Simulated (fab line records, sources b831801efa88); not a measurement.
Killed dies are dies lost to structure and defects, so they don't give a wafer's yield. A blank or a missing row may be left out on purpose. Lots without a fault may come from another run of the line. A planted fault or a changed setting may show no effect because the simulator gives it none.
Problem report in the 8D (eight disciplines) form, filled by code | flow gf180mcu | the parts of the form that need people (team, actions taken, sign-off) are left out

1. THE PROBLEM
chamber_pressure_pa at GF_M3_SPUTTER_03 reads a mean of 0.3112 Pa on 9 wafers of 3 lots; wafers without a fault read 0.3000 Pa with a standard deviation of 0.00063. That is +18 standard deviations from the usual mean.
The step: material Ti, target thk 10 nm, time 6.7 s.
First seen on wafer L577.4, day 26 03:25, on pvd_sputter-02. The record holds 36 wafers of 12 lots with a number at this step. Rule for "out", or "out of limits": more than 4 standard deviations from the usual mean. The other wafers with a number count as sound.

2. WHAT IT IS AND WHAT IT IS NOT
question                    | is                     | is not
which readings at this step | chamber_pressure_pa    | throttle_valve_pct
which lots                  | L577, L578, L579       | L560, L563, L565, L566, L568, L569, L570, L580, L581
which wafers of those lots  | all that have a number | -
read on which tools         | pvd_sputter-02         | pvd_sputter-03, pvd_sputter-04
when                        | from day 26 03:25      | up to then (21 sound wafers); but 6 sound wafers of L580, L581 came after

3. SUSPECTS, AND WHAT RULES EACH OUT
Counting: a tool at a process step up to the reading stays a suspect if it ran every lot that is out and no sound lot after the first of them.
- pvd_sputter-02 at GF_M3_SPUTTER_03 (material Ti, target thk 10 nm, time 6.7 s): kept. It ran every lot that is out, first L577 (day 26 03:25), and no sound lot after that; its last sound lot up to then is L569 (day 23 22:48). Its own readings are out on those wafers: chamber_pressure_pa.
Left after counting: pvd_sputter-02 at GF_M3_SPUTTER_03.

4. THE CAUSE (what the simulator had put in)
Process parameter drift: pvd_sputter-02, from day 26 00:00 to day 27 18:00, at GF_M3_SPUTTER_03. Setting chamber_pressure_pa, moved by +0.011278, from 0.3. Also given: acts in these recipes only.
Counting left only this tool.

5. THE CHAIN OF EFFECTS, in route order
Each row: a reading whose mean over the struck wafers that have a number lies more than 3 standard deviations from the usual. Only readings for which the record gives a usual standard deviation are gone through. hours: the time from each lot's start at the first step in this table that gives one to its start at this step, as a median over the lots. sigmas: the change in usual standard deviations.
hours | step             | reading             | usual     | on struck wafers | change  | sigmas
0     | GF_M3_SPUTTER_03 | chamber_pressure_pa | 0.3000 Pa | 0.3112           | +0.0112 | +18
The process steps in it:
- GF_M3_SPUTTER_03: material Ti, target thk 10 nm, time 6.7 s.

6. WHAT WOULD HAVE CAUGHT IT SOONER
In this record the first reading out of limits was taken at day 26 03:25, 3 hours after the fault began at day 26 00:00.
